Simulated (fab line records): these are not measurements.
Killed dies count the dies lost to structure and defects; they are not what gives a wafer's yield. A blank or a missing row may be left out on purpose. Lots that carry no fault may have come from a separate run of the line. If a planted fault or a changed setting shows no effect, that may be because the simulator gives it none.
What tool caused it? | flow sky130 | Sampling: 11 lots, 33 wafers, 6 of 708 route steps

## WHAT THE GAUGES SHOWED, per wafer
SKY_LOCAL_INTERCONNECT_OVL_MEAS_12. Usual: LOCAL_INTERCONNECT_OVL gives 2 nm (standard deviation 5.8).
lot  | measured     | on         | LOCAL_INTERCONNECT_OVL (nm) | flag
L703 | day 30 08:20 | overlay-02 | 2 1 9                       | 
L708 | day 32 19:50 | overlay-01 | -3 0 -5                     | 
L711 | day 33 04:32 | overlay-01 | 4 8 12                      | 
L713 | day 34 06:55 | overlay-01 | -3 -4 0                     | 
L718 | day 35 10:10 | overlay-01 | 11 4 2                      | 
L719 | day 35 15:46 | overlay-01 | -2 -2 -2                    | 
L720 | day 35 21:55 | overlay-01 | 14 7 8                      | 
L721 | day 36 07:31 | overlay-02 | 5 4 5                       | 
L724 | day 37 00:26 | overlay-01 | 2 1 -2                      | 
L725 | day 37 23:43 | overlay-01 | -6 -2 -1                    | 
L726 | day 38 00:46 | overlay-02 | -10 -5 -5                   | 

SKY_CONTACT_THK_MEAS_03. Usual: CONTACT_HDPCVD_THK gives 568 nm (standard deviation 7.4).
lot  | measured     | on           | CONTACT_HDPCVD_THK (nm) | flag
L703 | day 30 09:19 | filmMetro-04 | 572 564 567             | 
L708 | day 32 20:47 | filmMetro-01 | 564 563 571             | 
L711 | day 33 05:29 | filmMetro-04 | 579 569 578             | 
L713 | day 34 08:03 | filmMetro-03 | 565 573 569             | 
L718 | day 35 11:12 | filmMetro-03 | 566 566 568             | 
L719 | day 35 17:05 | filmMetro-01 | 578 577 564             | 
L720 | day 35 22:50 | filmMetro-01 | 560 559 559             | 
L721 | day 36 08:32 | filmMetro-03 | 553 553 567             | 
L724 | day 37 01:23 | filmMetro-01 | 567 567 565             | 
L725 | day 38 00:48 | filmMetro-03 | 562 562 561             | 
L726 | day 38 01:41 | filmMetro-03 | 560 572 561             | 

SKY_CONTACT_RS_MEAS_25: the measuring method here is four-point-probe. Usual: CONTACT_W_RS gives 0.339 ohm/sq (standard deviation 0.0045).
lot  | measured     | on           | CONTACT_W_RS (ohm/sq) | flag
L703 | day 31 13:16 | filmMetro-04 | 0.339 0.335 0.336     | 
L708 | day 34 01:23 | filmMetro-03 | 0.337 0.338 0.348     | 
L711 | day 34 09:49 | filmMetro-04 | 0.341 0.340 0.340     | 
L713 | day 35 11:28 | filmMetro-04 | 0.339 0.338 0.345     | 
L718 | day 36 15:29 | filmMetro-04 | 58.225 57.546 57.853  | OFF
L719 | day 36 20:59 | filmMetro-04 | 59.743 60.765 58.828  | OFF
L720 | day 37 02:40 | filmMetro-03 | 57.730 56.403 58.284  | OFF
L721 | day 37 12:15 | filmMetro-01 | 0.327 0.331 0.334     | 
L724 | day 38 03:55 | filmMetro-03 | 0.337 0.333 0.333     | 
L725 | day 39 03:31 | filmMetro-03 | 0.337 0.338 0.338     | 
L726 | day 39 04:10 | filmMetro-04 | 0.341 0.343 0.346     | 

SKY_CONTACT_THK_MEAS_26: measures by xrf. Usual: CONTACT_W_THK gives 333 nm (standard deviation 4.7).
lot  | measured     | on           | CONTACT_W_THK (nm) | flag
L703 | day 31 13:22 | filmMetro-04 | 331 335 335        | 
L708 | day 34 01:29 | filmMetro-03 | 338 337 327        | 
L711 | day 34 09:56 | filmMetro-04 | 332 335 333        | 
L713 | day 35 11:35 | filmMetro-04 | 330 331 327        | 
L718 | day 36 15:36 | filmMetro-04 | <0 <0 <0           | OFF
L719 | day 36 21:06 | filmMetro-04 | <0 <0 <0           | OFF
L720 | day 37 02:47 | filmMetro-03 | - - -              | OFF
L721 | day 37 12:22 | filmMetro-01 | 346 344 339        | 
L724 | day 38 04:02 | filmMetro-03 | 333 337 337        | 
L725 | day 39 03:38 | filmMetro-03 | 336 331 334        | 
L726 | day 39 04:17 | filmMetro-04 | 334 331 328        | 

## WHAT TOOL EACH LOT RAN ON (gives the tool, then ch and the chambers of the sampled wafers, and finally the start)
lot  | SKY_CONTACT_ETCH_16               | SKY_CONTACT_CVD_24
L703 | rieDiel-03 ch 0,1, day 31 12:16   | cvdW-01 ch 0,1, day 31 13:08
L708 | rieDiel-01 ch 0,3, day 34 00:28   | cvdW-02 ch 0,1, day 34 01:15
L711 | rieDiel-03 ch 0,2, day 34 08:49   | cvdW-01 ch 0,1, day 34 09:41
L713 | rieDiel-04 ch 1,3, day 35 10:33   | cvdW-01 ch 0,1, day 35 11:20
L718 | rieDiel-01 ch 0,2,3, day 36 14:34 | cvdW-02 ch 0,1, day 36 15:22
L719 | rieDiel-03 ch 0,2,3, day 36 20:03 | cvdW-02 ch 0,1, day 36 20:52
L720 | rieDiel-04 ch 0,1,3, day 37 01:46 | cvdW-01 ch 0,1, day 37 02:34
L721 | rieDiel-03 ch 1,3, day 37 11:21   | cvdW-01 ch 0,1, day 37 12:08
L724 | rieDiel-03 ch 0,1,2, day 38 02:55 | cvdW-01 ch 0,1, day 38 03:49
L725 | rieDiel-01 ch 2,3, day 39 02:36   | cvdW-02 ch 0,1, day 39 03:23
L726 | rieDiel-03 ch 0,1,2, day 39 03:15 | cvdW-02 ch 0,1, day 39 04:04
- SKY_CONTACT_ETCH_16: etches BARC in N2/H2, stops on SiO2, time 45.9 s, target depth 60 nm.
- SKY_CONTACT_CVD_24: deposits W, target thk 340 nm, time 102.12 s.

## AS READ BY THE TOOLS THEMSELVES (means over the sampled wafers that have a number; for cases with no such wafer, the mark the record gives instead)
SKY_CONTACT_ETCH_16. Usual: chamberPressureMTorr 29.997 mTorr, standard deviation 0.028; drypumpMotorCurrentA 5.9 A, standard deviation 0.37; h2FlowSccm 200.0 sccm, standard deviation 0.62; oesProductAu 0.854 a.u., standard deviation 0.0047; throttleValvePct 13.225 %, standard deviation 0.0084.
lot  | tool       | chamberPressureMTorr (mTorr) | drypumpMotorCurrentA (A) | h2FlowSccm (sccm) | oesProductAu (a.u.) | throttleValvePct (%) | flag
L703 | rieDiel-03 | 29.999                       | 6.1                      | 199.8             | 0.855               | 13.222               | 
L708 | rieDiel-01 | 29.987                       | 5.6                      | 199.9             | 0.850               | 13.216               | 
L711 | rieDiel-03 | 30.001                       | 5.8                      | 199.9             | 0.850               | 13.224               | 
L713 | rieDiel-04 | 29.973                       | 6.0                      | 200.1             | 0.852               | 13.224               | 
L718 | rieDiel-01 | 30.015                       | 5.6                      | 199.9             | 0.858               | 13.229               | 
L719 | rieDiel-03 | 29.995                       | 6.1                      | 199.7             | 0.855               | 13.226               | 
L720 | rieDiel-04 | 30.002                       | 6.0                      | 199.9             | 0.852               | 13.225               | 
L721 | rieDiel-03 | 29.990                       | 6.3                      | 200.0             | 0.856               | 13.220               | 
L724 | rieDiel-03 | 29.969                       | 5.9                      | 199.9             | 0.849               | 13.229               | 
L725 | rieDiel-01 | 29.993                       | 5.8                      | 199.0             | 0.854               | 13.229               | 
L726 | rieDiel-03 | 29.986                       | 5.9                      | 200.1             | 0.854               | 13.240               | 

SKY_CONTACT_CVD_24. Usual: chamberPressureTorr 40.01 Torr, standard deviation 0.083; heaterPowerOuterW 481 W, standard deviation 49; heaterPowerW 791 W, standard deviation 100.
lot  | tool    | chamberPressureTorr (Torr) | heaterPowerOuterW (W) | heaterPowerW (W) | flag
L703 | cvdW-01 | 39.95                      | 536                   | 892              | 
L708 | cvdW-02 | 39.94                      | 440                   | 732              | 
L711 | cvdW-01 | 39.98                      | 530                   | 892              | 
L713 | cvdW-01 | 40.02                      | 513                   | 819              | 
L718 | cvdW-02 | -                          | -                     | -                | OFF
L719 | cvdW-02 | -                          | -                     | -                | OFF
L720 | cvdW-01 | -                          | -                     | -                | OFF
L721 | cvdW-01 | 40.06                      | 540                   | 912              | 
L724 | cvdW-01 | 40.03                      | 513                   | 825              | 
L725 | cvdW-02 | 40.02                      | 440                   | 736              | 
L726 | cvdW-02 | 39.98                      | 441                   | 744              | 

## THE ANSWER, worked out from the rows above alone
Rule: a lot is off if the mean of its wafers that have a number lies more than 3 standard deviations from the usual mean. A lot without any number at a reading at which 4 lots or more have one is off too. Any other lot the step has rows for is counted as sound. After the gauges, taken in route order, come the tools' own readings; for these a lot's mean is taken, as printed above. At the first step where some lot is off, the reading lying furthest off is the one used; lots without a number count as furthest.
Off: L718, L719, L720, at SKY_CONTACT_RS_MEAS_25 (CONTACT_W_RS).
If a tool, at a process step before that reading, ran all the lots that are off and no sound lot after the first of them, it fits. Not tried: the gauges at SKY_CONTACT_RS_MEAS_25; whatever is off there is also off at SKY_CONTACT_CVD_24, on other tools, and gauge error can't account for it. None of those tried fits.

## WHAT THE SIMULATOR HAD PUT IN
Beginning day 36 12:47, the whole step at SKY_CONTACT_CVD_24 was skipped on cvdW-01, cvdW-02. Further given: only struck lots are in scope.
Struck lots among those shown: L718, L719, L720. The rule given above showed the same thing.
